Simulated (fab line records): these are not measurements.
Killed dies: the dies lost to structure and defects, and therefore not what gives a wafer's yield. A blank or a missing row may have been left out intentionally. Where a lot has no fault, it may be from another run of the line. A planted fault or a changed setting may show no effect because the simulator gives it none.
fab line records -- flow gf180mcu
record: lots: 24, wafers: 72, lastDay: 34
route steps=602 shown CONTACT@313 M2@366 V2@386 M3@411 V3@444
lots that met no fault: from a run of the same line without faults
startH: hours from the record's first day to the start of the lot's first wafer shown -- waitH: hours since the lot's step before -- " the same as in the row above -- L1.1+2: a single row standing in for several wafers -- - no value, or no start was given -- * or withheld: withheld -- < > ~ a bound
route shown NAME@n: a module of which the file shows steps, and the number in the route of the first -- usual: average and standard deviation across the fault-free wafers -- same: alike in all rows -- chamber/n: place in a boat -- sites: readings site by site -- _std_site: the values' standard deviation -- _edge_site: inner sites' mean taken away from outer sites' mean -- radiusMm: for every site, how far away it sits from the centre of the wafer -- mask NAME#n: copy n -- behind: the last tool/chamber to shape the wafer -- hold: the reason the lot was held/the length of the hold in hours/how it ended -- device: names the non-switching transistor (n, p or np) -- end of line: tests run on the same wafers once the route is complete -- a step with no rows: only its recipe -- killed: dies lost to structure and defects at the first sort, not the wafer's yield -- map: dies across one wafer; x = killed, . = not, _ = none there
set.NAME: the setting as run; set.NAME@STEP: as run at that earlier step -- model.NAME: the simulator's own value behind a step, which no gauge read
one table for each step of the route and one row for each wafer, over a sample of lots
services: the hour from which a tool's chamber was out of use, counted from the record's first day as startH (under 0 if before that day), plus the number of hours and why
== steps ==
step: GF_CONTACT_THK_MEAS_26
recipe: thkMeasGauge: xrf, reads: W_of_CONTACT_CVD_24
usual: CONTACT_W_THK: 299/4.3
lot.wafer,tool,chamber,startH,waitH,CONTACT_W_THK[nm]
L074.2,filmMetro-01,-,362.82,0.1,297
L074.5,filmMetro-01,-,362.82,0.1,296
L074.6,filmMetro-01,-,362.82,0.1,298
L075.3,filmMetro-01,-,367.40,0.1,300
L075.4,filmMetro-01,-,367.40,0.1,295
L075.5,filmMetro-01,-,367.40,0.1,297
L076.2,filmMetro-02,-,378.05,0.1,297
L076.5,filmMetro-02,-,378.05,0.1,296
L076.6,filmMetro-02,-,378.05,0.1,295
L077.1,filmMetro-01,-,392.87,0.1,292
L077.2,filmMetro-01,-,392.87,0.1,295
L077.6,filmMetro-01,-,392.87,0.1,294
L078.1,filmMetro-04,-,397.68,0.1,288
L078.2,filmMetro-04,-,397.68,0.1,292
L078.3,filmMetro-04,-,397.68,0.1,290
L079.2,filmMetro-01,-,407.49,0.1,295
L079.5,filmMetro-01,-,407.49,0.1,293
L079.6,filmMetro-01,-,407.49,0.1,295
L080.1,filmMetro-02,-,420.23,0.1,303
L080.3,filmMetro-02,-,420.23,0.1,302
L080.4,filmMetro-02,-,420.23,0.1,303
L081.1,filmMetro-02,-,422.59,0.1,299
L081.4,filmMetro-02,-,422.59,0.1,296
L081.6,filmMetro-02,-,422.59,0.1,293
L082.3,filmMetro-02,-,437.60,0.1,301
L082.4,filmMetro-02,-,437.60,0.1,300
L082.5,filmMetro-02,-,437.60,0.1,300
L083.1,filmMetro-04,-,445.18,0.1,302
L083.2,filmMetro-04,-,445.18,0.1,296
L083.4,filmMetro-04,-,445.18,0.1,301
L084.1,filmMetro-02,-,452.68,0.1,302
L084.3,filmMetro-02,-,452.68,0.1,301
L084.6,filmMetro-02,-,452.68,0.1,301
L085.3,filmMetro-04,-,462.75,0.1,297
L085.4,filmMetro-04,-,462.75,0.1,297
L085.5,filmMetro-04,-,462.75,0.1,301
L086.1,filmMetro-01,-,474.89,0.1,303
L086.2,filmMetro-01,-,474.89,0.1,304
L086.6,filmMetro-01,-,474.89,0.1,302
L087.3,filmMetro-04,-,478.20,0.1,300
L087.4,filmMetro-04,-,478.20,0.1,303
L087.5,filmMetro-04,-,478.20,0.1,302
L088.1,filmMetro-02,-,483.18,0.1,299
L088.2,filmMetro-02,-,483.18,0.1,301
L088.6,filmMetro-02,-,483.18,0.1,301
L089.3,filmMetro-04,-,497.75,0.1,306
L089.4,filmMetro-04,-,497.75,0.1,306
L089.5,filmMetro-04,-,497.75,0.1,308
L090.1,filmMetro-01,-,505.93,0.1,296
L090.3,filmMetro-01,-,505.93,0.1,302
L090.6,filmMetro-01,-,505.93,0.1,299
L091.1,filmMetro-01,-,511.38,0.1,297
L091.2,filmMetro-01,-,511.38,0.1,300
L091.5,filmMetro-01,-,511.38,0.1,301
L092.3,filmMetro-04,-,517.41,0.1,301
L092.5,filmMetro-04,-,517.41,0.1,302
L092.6,filmMetro-04,-,517.41,0.1,303
L093.1,filmMetro-04,-,526.48,0.1,303
L093.2,filmMetro-04,-,526.48,0.1,301
L093.5,filmMetro-04,-,526.48,0.1,302
L094.2,filmMetro-01,-,542.39,0.1,299
L094.3,filmMetro-01,-,542.39,0.1,294
L094.6,filmMetro-01,-,542.39,0.1,298
L095.2,filmMetro-04,-,542.43,0.1,299
L095.4,filmMetro-04,-,542.43,0.1,304
L095.5,filmMetro-04,-,542.43,0.1,305
L096.2,filmMetro-02,-,550.99,0.1,302
L096.3,filmMetro-02,-,550.99,0.1,304
L096.6,filmMetro-02,-,550.99,0.1,304
L097.2,filmMetro-01,-,554.69,0.1,295
L097.5,filmMetro-01,-,554.69,0.1,295
L097.6,filmMetro-01,-,554.69,0.1,298
step: GF_M2_SPUTTER_04
recipe: material: TiN, targetThkNm: 50, powerW: 6500, timeS: 41.7, chamberPressurePa: 0.4
usual: throttleValvePct: 30.0/1
lot.wafer,tool,chamber,startH,waitH,throttleValvePct
L074.2,pvdSputter-04,-,411.56,0.0,29.6
L074.5,pvdSputter-04,-,411.56,0.0,29.7
L074.6,pvdSputter-04,-,411.56,0.0,28.9
L075.3,pvdSputter-04,-,416.73,0.0,30.9
L075.4,pvdSputter-04,-,416.73,0.0,29.4
L075.5,pvdSputter-04,-,416.73,0.0,30.3
L076.2,pvdSputter-04,-,428.50,0.0,30.1
L076.5,pvdSputter-04,-,428.50,0.0,29.4
L076.6,pvdSputter-04,-,428.50,0.0,30.3
L077.1,pvdSputter-03,-,444.35,0.0,31.3
L077.2,pvdSputter-03,-,444.35,0.0,29.2
L077.6,pvdSputter-03,-,444.35,0.0,31.1
L078.1,pvdSputter-02,-,449.63,0.0,29.2
L078.2,pvdSputter-02,-,449.63,0.0,31.7
L078.3,pvdSputter-02,-,449.63,0.0,29.2
L079.2,pvdSputter-04,-,458.82,0.0,31.0
L079.5,pvdSputter-04,-,458.82,0.0,30.4
L079.6,pvdSputter-04,-,458.82,0.0,29.4
L080.1,pvdSputter-04,-,472.48,0.0,30.4
L080.3,pvdSputter-04,-,472.48,0.0,30.9
L080.4,pvdSputter-04,-,472.48,0.0,29.3
L081.1,pvdSputter-02,-,475.36,0.0,31.8
L081.4,pvdSputter-02,-,475.36,0.0,30.6
L081.6,pvdSputter-02,-,475.36,0.0,29.8
L082.3,pvdSputter-04,-,490.28,0.0,30.4
L082.4,pvdSputter-04,-,490.28,0.0,29.4
L082.5,pvdSputter-04,-,490.28,0.0,29.3
L083.1,pvdSputter-04,-,497.39,0.0,29.2
L083.2,pvdSputter-04,-,497.39,0.0,30.2
L083.4,pvdSputter-04,-,497.39,0.0,30.9
L084.1,pvdSputter-03,-,504.75,0.0,31.7
L084.3,pvdSputter-03,-,504.75,0.0,31.0
L084.6,pvdSputter-03,-,504.75,0.0,28.5
L085.3,pvdSputter-03,-,513.72,0.0,29.3
L085.4,pvdSputter-03,-,513.72,0.0,28.5
L085.5,pvdSputter-03,-,513.72,0.0,28.5
L086.1,pvdSputter-03,-,525.99,0.0,31.5
L086.2,pvdSputter-03,-,525.99,0.0,30.9
L086.6,pvdSputter-03,-,525.99,0.0,31.2
L087.3,pvdSputter-04,-,529.14,0.0,29.3
L087.4,pvdSputter-04,-,529.14,0.0,30.9
L087.5,pvdSputter-04,-,529.14,0.0,30.8
L088.1,pvdSputter-03,-,532.95,0.0,31.6
L088.2,pvdSputter-03,-,532.95,0.0,29.3
L088.6,pvdSputter-03,-,532.95,0.0,31.2
L089.3,pvdSputter-04,-,548.56,0.0,29.4
L089.4,pvdSputter-04,-,548.56,0.0,30.2
L089.5,pvdSputter-04,-,548.56,0.0,30.3
L090.1,pvdSputter-04,-,554.83,0.0,31.0
L090.3,pvdSputter-04,-,554.83,0.0,30.4
L090.6,pvdSputter-04,-,554.83,0.0,30.6
L091.1,pvdSputter-02,-,560.65,0.0,30.4
L091.2,pvdSputter-02,-,560.65,0.0,29.4
L091.5,pvdSputter-02,-,560.65,0.0,30.5
L092.3,pvdSputter-03,-,566.53,0.0,31.3
L092.5,pvdSputter-03,-,566.53,0.0,29.1
L092.6,pvdSputter-03,-,566.53,0.0,31.2
L093.1,pvdSputter-03,-,574.75,0.0,31.2
L093.2,pvdSputter-03,-,574.75,0.0,31.5
L093.5,pvdSputter-03,-,574.75,0.0,31.4
L094.2,pvdSputter-02,-,590.85,0.0,29.6
L094.3,pvdSputter-02,-,590.85,0.0,30.6
L094.6,pvdSputter-02,-,590.85,0.0,29.6
L095.2,pvdSputter-03,-,591.08,0.0,31.6
L095.4,pvdSputter-03,-,591.08,0.0,28.3
L095.5,pvdSputter-03,-,591.08,0.0,28.2
L096.2,pvdSputter-04,-,600.70,0.0,29.4
L096.3,pvdSputter-04,-,600.70,0.0,30.9
L096.6,pvdSputter-04,-,600.70,0.0,31.0
L097.2,pvdSputter-03,-,601.84,0.0,28.2
L097.5,pvdSputter-03,-,601.84,0.0,29.3
L097.6,pvdSputter-03,-,601.84,0.0,28.4
step: GF_V2_CMP_04
recipe: material: SiO2, downForcePsi: 4, platenRpm: 60, padVelocityMS: 0.94248
usual: motorCurrentA: 12.0/0.98, retainingRingPressureFrac: 1.000/0.0051, timeToEndpointS: 81/5.7
lot.wafer,tool,chamber,startH,waitH,motorCurrentA,retainingRingPressureFrac,timeToEndpointS
L074.2,cmp-01,3,436.59,0.0,11.4,1.005,89
L074.5,cmp-01,3,436.59,0.0,10.8,1.007,87
L074.6,cmp-01,0,436.59,0.0,11.4,0.996,93
L075.3,cmp-02,0,441.55,0.1,12.2,0.998,78
L075.4,cmp-02,2,441.55,0.1,13.7,0.990,79
L075.5,cmp-02,0,441.55,0.1,12.0,1.002,84
L076.2,cmp-02,3,453.99,0.1,11.2,0.993,69
L076.6,cmp-02,2,453.99,0.1,12.2,0.998,77
L076.5,cmp-02,3,453.99,0.1,12.0,0.997,76
L077.2,cmp-02,2,469.53,0.0,12.8,1.001,74
L077.1,cmp-02,3,469.53,0.0,11.8,1.003,79
L077.6,cmp-02,2,469.53,0.0,13.3,1.003,79
L078.1,cmp-02,3,475.39,0.1,10.8,0.996,78
L078.2,cmp-02,1,475.39,0.1,11.7,0.985,68
L078.3,cmp-02,2,475.39,0.1,13.0,1.006,74
L079.2,cmp-02,2,483.83,0.2,13.7,0.993,74
L079.6,cmp-02,3,483.83,0.2,11.3,1.000,79
L079.5,cmp-02,0,483.83,0.2,12.4,0.997,80
L080.4,cmp-01,0,497.05,0.1,11.1,0.994,86
L080.1,cmp-01,1,497.05,0.1,10.2,1.000,81
L080.3,cmp-01,2,497.05,0.1,14.1,1.006,88
L081.4,cmp-01,3,500.26,0.0,11.5,0.995,83
L081.1,cmp-01,0,500.26,0.0,11.0,1.006,82
L081.6,cmp-01,3,500.26,0.0,11.1,1.000,85
L082.3,cmp-01,2,515.58,0.1,13.8,1.006,82
L082.4,cmp-01,3,515.58,0.1,11.0,1.011,84
L082.5,cmp-01,0,515.58,0.1,12.0,1.003,83
L083.2,cmp-01,0,522.55,0.0,12.0,1.002,91
L083.1,cmp-01,2,522.55,0.0,13.3,1.004,83
L083.4,cmp-01,3,522.55,0.0,11.5,0.997,92
L084.1,cmp-02,1,529.21,0.1,11.9,1.001,74
L084.3,cmp-02,2,529.21,0.1,13.5,1.008,76
L084.6,cmp-02,0,529.21,0.1,12.5,0.996,79
L085.4,cmp-02,0,537.73,0.1,12.3,1.007,86
L085.3,cmp-02,2,537.73,0.1,13.3,0.996,79
L085.5,cmp-02,0,537.73,0.1,12.6,1.003,78
L086.1,cmp-01,0,549.15,0.1,12.1,1.000,81
L086.2,cmp-01,3,549.15,0.1,11.6,0.999,80
L086.6,cmp-01,0,549.15,0.1,11.9,1.003,89
L087.3,cmp-01,3,552.25,0.1,10.8,1.005,80
L087.4,cmp-01,0,552.25,0.1,11.2,0.999,90
L087.5,cmp-01,2,552.25,0.1,13.9,1.001,86
L088.1,cmp-02,1,556.91,0.1,12.0,1.000,70
L088.2,cmp-02,0,556.91,0.1,12.2,0.990,81
L088.6,cmp-02,2,556.91,0.1,12.5,0.997,81
L089.4,cmp-02,3,571.73,0.0,11.4,1.006,77
L089.3,cmp-02,1,571.73,0.0,11.7,1.000,67
L089.5,cmp-02,0,571.73,0.0,12.3,0.996,86
L090.3,cmp-01,3,577.58,0.1,11.8,1.005,79
L090.1,cmp-01,0,577.58,0.1,11.9,1.001,82
L090.6,cmp-01,2,577.58,0.1,13.1,0.998,82
L091.2,cmp-02,2,583.17,0.1,13.0,1.001,78
L091.1,cmp-02,3,583.17,0.1,11.2,1.007,74
L091.5,cmp-02,0,583.17,0.1,12.2,1.003,84
L092.3,cmp-02,0,589.26,0.0,12.7,1.003,88
L092.6,cmp-02,0,589.26,0.0,12.0,0.996,88
L092.5,cmp-02,1,589.26,0.0,11.9,1.000,80
L093.1,cmp-01,3,600.16,3.1,11.7,0.994,79
L093.2,cmp-01,1,600.16,3.1,10.4,1.002,78
L093.5,cmp-01,0,600.16,3.1,11.6,0.995,88
L094.2,cmp-02,3,612.14,0.0,11.3,1.002,83
L094.3,cmp-02,2,612.14,0.0,13.6,0.998,78
L094.6,cmp-02,3,612.14,0.0,11.2,1.002,83
L095.4,cmp-02,2,613.02,0.1,12.7,0.999,84
L095.2,cmp-02,3,613.02,0.1,11.5,0.996,79
L095.5,cmp-02,1,613.02,0.1,12.6,1.003,78
L096.3,cmp-01,0,622.12,0.1,11.7,1.005,81
L096.2,cmp-01,1,622.12,0.1,11.0,0.993,89
L096.6,cmp-01,0,622.12,0.1,12.0,0.999,83
L097.2,cmp-01,1,624.94,0.2,10.3,1.002,82
L097.5,cmp-01,2,624.94,0.2,14.4,1.003,84
L097.6,cmp-01,3,624.94,0.2,11.4,1.003,82
step: GF_M3_SPUTTER_02
recipe: material: AlCu, targetThkNm: 450, powerW: 10600, timeS: 23.9, chamberPressurePa: 0.4
usual: throttleValvePct: 30.4/0.84
lot.wafer,tool,chamber,startH,waitH,throttleValvePct
L074.2,pvdSputter-02,-,462.84,0.0,31.6
L074.5,pvdSputter-02,-,462.84,0.0,30.7
L074.6,pvdSputter-02,-,462.84,0.0,29.1
L075.3,pvdSputter-01,-,468.08,0.0,30.8
L075.4,pvdSputter-01,-,468.08,0.0,31.6
L075.5,pvdSputter-01,-,468.08,0.0,29.8
L076.2,pvdSputter-01,-,480.19,0.0,31.5
L076.5,pvdSputter-01,-,480.19,0.0,29.8
L076.6,pvdSputter-01,-,480.19,0.0,31.2
L077.1,pvdSputter-04,-,496.03,0.0,31.0
L077.2,pvdSputter-04,-,496.03,0.0,29.3
L077.6,pvdSputter-04,-,496.03,0.0,30.5
L078.1,pvdSputter-04,-,501.29,0.0,30.8
L078.2,pvdSputter-04,-,501.29,0.0,30.5
L078.3,pvdSputter-04,-,501.29,0.0,29.5
L079.2,pvdSputter-02,-,508.89,0.0,31.7
L079.5,pvdSputter-02,-,508.89,0.0,29.6
L079.6,pvdSputter-02,-,508.89,0.0,29.1
L080.1,pvdSputter-02,-,522.63,0.0,29.0
L080.3,pvdSputter-02,-,522.63,0.0,30.5
L080.4,pvdSputter-02,-,522.63,0.0,31.5
L081.1,pvdSputter-01,-,524.86,0.0,30.9
L081.4,pvdSputter-01,-,524.86,0.0,30.8
L081.6,pvdSputter-01,-,524.86,0.0,30.9
L082.3,pvdSputter-02,-,540.79,0.0,30.7
L082.4,pvdSputter-02,-,540.79,0.0,31.6
L082.5,pvdSputter-02,-,540.79,0.0,29.7
L083.1,pvdSputter-04,-,547.49,0.0,30.2
L083.2,pvdSputter-04,-,547.49,0.0,29.4
L083.4,pvdSputter-04,-,547.49,0.0,30.7
L084.1,pvdSputter-04,-,553.00,0.0,29.5
L084.3,pvdSputter-04,-,553.00,0.0,31.0
L084.6,pvdSputter-04,-,553.00,0.0,29.5
L085.3,pvdSputter-02,-,563.12,0.0,29.0
L085.4,pvdSputter-02,-,563.12,0.0,31.7
L085.5,pvdSputter-02,-,563.12,0.0,29.2
L086.1,pvdSputter-01,-,572.96,0.0,29.5
L086.2,pvdSputter-01,-,572.96,0.0,30.7
L086.6,pvdSputter-01,-,572.96,0.0,31.5
L087.3,pvdSputter-02,-,575.98,0.0,30.6
L087.4,pvdSputter-02,-,575.98,0.0,31.6
L087.5,pvdSputter-02,-,575.98,0.0,31.8
L088.1,pvdSputter-01,-,581.14,0.0,29.5
L088.2,pvdSputter-01,-,581.14,0.0,30.9
L088.6,pvdSputter-01,-,581.14,0.0,30.8
L089.3,pvdSputter-02,-,595.09,0.0,31.6
L089.4,pvdSputter-02,-,595.09,0.0,31.7
L089.5,pvdSputter-02,-,595.09,0.0,29.8
L090.1,pvdSputter-04,-,601.49,0.0,29.1
L090.3,pvdSputter-04,-,601.49,0.0,30.4
L090.6,pvdSputter-04,-,601.49,0.0,30.0
L091.1,pvdSputter-01,-,606.23,0.0,30.8
L091.2,pvdSputter-01,-,606.23,0.0,31.2
L091.5,pvdSputter-01,-,606.23,0.0,31.7
L092.3,pvdSputter-04,-,610.78,0.0,29.3
L092.5,pvdSputter-04,-,610.78,0.0,31.2
L092.6,pvdSputter-04,-,610.78,0.0,30.2
L093.1,pvdSputter-01,-,622.79,0.0,29.7
L093.2,pvdSputter-01,-,622.79,0.0,31.0
L093.5,pvdSputter-01,-,622.79,0.0,30.8
L094.2,pvdSputter-04,-,633.73,0.0,30.9
L094.3,pvdSputter-04,-,633.73,0.0,30.3
L094.6,pvdSputter-04,-,633.73,0.0,31.1
L095.2,pvdSputter-02,-,634.98,0.0,30.8
L095.4,pvdSputter-02,-,634.98,0.0,29.2
L095.5,pvdSputter-02,-,634.98,0.0,29.0
L096.2,pvdSputter-01,-,644.43,0.0,29.6
L096.3,pvdSputter-01,-,644.43,0.0,31.3
L096.6,pvdSputter-01,-,644.43,0.0,31.5
L097.2,pvdSputter-01,-,647.05,0.0,31.1
L097.5,pvdSputter-01,-,647.05,0.0,31.7
L097.6,pvdSputter-01,-,647.05,0.0,30.9
step: GF_M3_SPUTTER_04
recipe: material: TiN, targetThkNm: 50, powerW: 6500, timeS: 41.7, chamberPressurePa: 0.4
usual: throttleValvePct: 30.4/0.84
lot.wafer,tool,chamber,startH,waitH,throttleValvePct
L074.2,pvdSputter-02,-,462.89,0.0,31.6
L074.5,pvdSputter-02,-,462.89,0.0,31.0
L074.6,pvdSputter-02,-,462.89,0.0,29.1
L075.3,pvdSputter-01,-,468.13,0.0,31.0
L075.4,pvdSputter-01,-,468.13,0.0,31.6
L075.5,pvdSputter-01,-,468.13,0.0,29.5
L076.2,pvdSputter-01,-,480.24,0.0,31.5
L076.5,pvdSputter-01,-,480.24,0.0,29.5
L076.6,pvdSputter-01,-,480.24,0.0,31.1
L077.1,pvdSputter-04,-,496.08,0.0,30.8
L077.2,pvdSputter-04,-,496.08,0.0,29.5
L077.6,pvdSputter-04,-,496.08,0.0,30.3
L078.1,pvdSputter-04,-,501.34,0.0,31.0
L078.2,pvdSputter-04,-,501.34,0.0,30.5
L078.3,pvdSputter-04,-,501.34,0.0,29.5
L079.2,pvdSputter-02,-,508.94,0.0,31.9
L079.5,pvdSputter-02,-,508.94,0.0,29.7
L079.6,pvdSputter-02,-,508.94,0.0,29.2
L080.1,pvdSputter-02,-,522.68,0.0,29.2
L080.3,pvdSputter-02,-,522.68,0.0,30.7
L080.4,pvdSputter-02,-,522.68,0.0,31.6
L081.1,pvdSputter-01,-,524.91,0.0,30.9
L081.4,pvdSputter-01,-,524.91,0.0,31.0
L081.6,pvdSputter-01,-,524.91,0.0,30.7
L082.3,pvdSputter-02,-,540.84,0.0,30.6
L082.4,pvdSputter-02,-,540.84,0.0,31.4
L082.5,pvdSputter-02,-,540.84,0.0,29.8
L083.1,pvdSputter-04,-,547.54,0.0,30.2
L083.2,pvdSputter-04,-,547.54,0.0,29.2
L083.4,pvdSputter-04,-,547.54,0.0,30.8
L084.1,pvdSputter-04,-,553.06,0.0,29.4
L084.3,pvdSputter-04,-,553.06,0.0,30.8
L084.6,pvdSputter-04,-,553.06,0.0,29.5
L085.3,pvdSputter-02,-,563.17,0.0,29.1
L085.4,pvdSputter-02,-,563.17,0.0,31.7
L085.5,pvdSputter-02,-,563.17,0.0,29.2
L086.1,pvdSputter-01,-,573.01,0.0,29.7
L086.2,pvdSputter-01,-,573.01,0.0,30.9
L086.6,pvdSputter-01,-,573.01,0.0,31.3
L087.3,pvdSputter-02,-,576.03,0.0,30.2
L087.4,pvdSputter-02,-,576.03,0.0,31.8
L087.5,pvdSputter-02,-,576.03,0.0,31.5
L088.1,pvdSputter-01,-,581.19,0.0,29.6
L088.2,pvdSputter-01,-,581.19,0.0,30.7
L088.6,pvdSputter-01,-,581.19,0.0,31.2
L089.3,pvdSputter-02,-,595.14,0.0,31.8
L089.4,pvdSputter-02,-,595.14,0.0,31.5
L089.5,pvdSputter-02,-,595.14,0.0,29.8
L090.1,pvdSputter-04,-,601.54,0.0,29.3
L090.3,pvdSputter-04,-,601.54,0.0,30.4
L090.6,pvdSputter-04,-,601.54,0.0,30.2
L091.1,pvdSputter-01,-,606.28,0.0,30.8
L091.2,pvdSputter-01,-,606.28,0.0,31.6
L091.5,pvdSputter-01,-,606.28,0.0,31.4
L092.3,pvdSputter-04,-,610.83,0.0,29.3
L092.5,pvdSputter-04,-,610.83,0.0,30.9
L092.6,pvdSputter-04,-,610.83,0.0,30.7
L093.1,pvdSputter-01,-,622.84,0.0,29.9
L093.2,pvdSputter-01,-,622.84,0.0,30.7
L093.5,pvdSputter-01,-,622.84,0.0,31.1
L094.2,pvdSputter-04,-,633.78,0.0,31.0
L094.3,pvdSputter-04,-,633.78,0.0,30.1
L094.6,pvdSputter-04,-,633.78,0.0,30.9
L095.2,pvdSputter-02,-,635.03,0.0,30.4
L095.4,pvdSputter-02,-,635.03,0.0,29.1
L095.5,pvdSputter-02,-,635.03,0.0,29.2
L096.2,pvdSputter-01,-,644.48,0.0,29.5
L096.3,pvdSputter-01,-,644.48,0.0,31.7
L096.6,pvdSputter-01,-,644.48,0.0,31.6
L097.2,pvdSputter-01,-,647.11,0.0,31.2
L097.5,pvdSputter-01,-,647.11,0.0,31.4
L097.6,pvdSputter-01,-,647.11,0.0,31.3
step: GF_V3_OVL_MEAS_15
usual: V3_OVL: -4/5.1
lot.wafer,tool,chamber,startH,waitH,V3_OVL[nm]
L074.2,overlay-01,-,511.16,0.1,-2
L074.5,overlay-01,-,511.16,0.1,-2
L074.6,overlay-01,-,511.16,0.1,-6
L075.3,overlay-01,-,516.67,0.1,-8
L075.4,overlay-01,-,516.67,0.1,-7
L075.5,overlay-01,-,516.67,0.1,5
L076.2,overlay-01,-,528.38,0.1,-8
L076.5,overlay-01,-,528.38,0.1,-5
L076.6,overlay-01,-,528.38,0.1,-6
L077.1,overlay-01,-,543.61,0.1,-2
L077.2,overlay-01,-,543.61,0.1,-3
L077.6,overlay-01,-,543.61,0.1,-4
L078.1,overlay-01,-,549.13,0.1,-12
L078.2,overlay-01,-,549.13,0.1,-14
L078.3,overlay-01,-,549.13,0.1,-8
L079.2,overlay-02,-,556.41,0.1,-7
L079.5,overlay-02,-,556.41,0.1,0
L079.6,overlay-02,-,556.41,0.1,2
L080.1,overlay-01,-,570.39,0.1,-2
L080.3,overlay-01,-,570.39,0.1,1
L080.4,overlay-01,-,570.39,0.1,-1
L081.1,overlay-02,-,571.11,0.1,-5
L081.4,overlay-02,-,571.11,0.1,-11
L081.6,overlay-02,-,571.11,0.1,-7
L082.3,overlay-02,-,586.59,0.1,0
L082.4,overlay-02,-,586.59,0.1,4
L082.5,overlay-02,-,586.59,0.1,3
L083.1,overlay-02,-,592.58,0.1,-6
L083.2,overlay-02,-,592.58,0.1,-1
L083.4,overlay-02,-,592.58,0.1,-7
L084.1,overlay-01,-,597.93,0.1,-5
L084.3,overlay-01,-,597.93,0.1,-8
L084.6,overlay-01,-,597.93,0.1,-2
L085.3,overlay-01,-,607.24,0.1,-1
L085.4,overlay-01,-,607.24,0.1,-6
L085.5,overlay-01,-,607.24,0.1,3
L086.1,overlay-01,-,619.96,0.1,-4
L086.2,overlay-01,-,619.96,0.1,-6
L086.6,overlay-01,-,619.96,0.1,-12
L087.3,overlay-02,-,621.57,0.1,-3
L087.4,overlay-02,-,621.57,0.1,-4
L087.5,overlay-02,-,621.57,0.1,1
L088.1,overlay-01,-,625.28,0.1,-7
L088.2,overlay-01,-,625.28,0.1,-5
L088.6,overlay-01,-,625.28,0.1,-5
L089.3,overlay-01,-,638.02,0.1,-3
L089.4,overlay-01,-,638.02,0.1,-2
L089.5,overlay-01,-,638.02,0.1,-3
L090.1,overlay-01,-,644.27,0.1,-6
L090.3,overlay-01,-,644.27,0.1,-15
L090.6,overlay-01,-,644.27,0.1,-13
L091.1,overlay-02,-,648.86,0.1,-15
L091.2,overlay-02,-,648.86,0.1,-3
L091.5,overlay-02,-,648.86,0.1,-7
L092.3,overlay-02,-,652.53,0.1,-8
L092.5,overlay-02,-,652.53,0.1,-9
L092.6,overlay-02,-,652.53,0.1,1
L093.1,overlay-01,-,663.77,0.1,-15
L093.2,overlay-01,-,663.77,0.1,-15
L093.5,overlay-01,-,663.77,0.1,-14
L094.2,overlay-01,-,674.44,0.1,-4
L094.3,overlay-01,-,674.44,0.1,-6
L094.6,overlay-01,-,674.44,0.1,-1
L095.2,overlay-02,-,675.73,0.1,2
L095.4,overlay-02,-,675.73,0.1,-10
L095.5,overlay-02,-,675.73,0.1,1
L096.2,overlay-01,-,684.55,0.1,0
L096.3,overlay-01,-,684.55,0.1,-4
L096.6,overlay-01,-,684.55,0.1,3
L097.2,overlay-02,-,685.88,0.1,0
L097.5,overlay-02,-,685.88,0.1,-5
L097.6,overlay-02,-,685.88,0.1,8
== services ==
tool,chamber,startH,hours,kind
pvdSputter-02,-,391.32,5.3,repair
pvdSputter-02,3,397.19,-,consumableReplace:kit
pvdSputter-02,3,397.19,18.0,scheduledDown
pvdSputter-02,3,397.19,18.0,ventCycle
cmp-02,-,404.29,4.0,pm
cmp-01,-,408.73,9.1,repair
pvdSputter-04,-,417.04,0.9,repair
pvdSputter-02,-,455.40,2.2,repair
cmp-01,-,457.31,1.9,repair
pvdSputter-04,0,458.86,-,consumableReplace:kit
pvdSputter-04,0,458.86,18.0,scheduledDown
pvdSputter-04,0,458.86,18.0,ventCycle
pvdSputter-02,-,466.03,2.0,repair
cmp-01,-,468.15,0.5,repair
cmp-02,-,503.72,0.9,repair
cmp-02,-,509.55,1.7,repair
pvdSputter-02,-,525.45,3.6,repair
pvdSputter-02,-,527.63,2.9,repair
cmp-01,-,572.09,4.0,pm
cmp-01,-,611.24,4.6,pm
pvdSputter-04,3,616.23,-,consumableReplace:kit
pvdSputter-04,3,616.23,18.0,scheduledDown
pvdSputter-04,3,616.23,18.0,ventCycle
pvdSputter-02,-,626.63,2.1,repair
== key ==
fault none
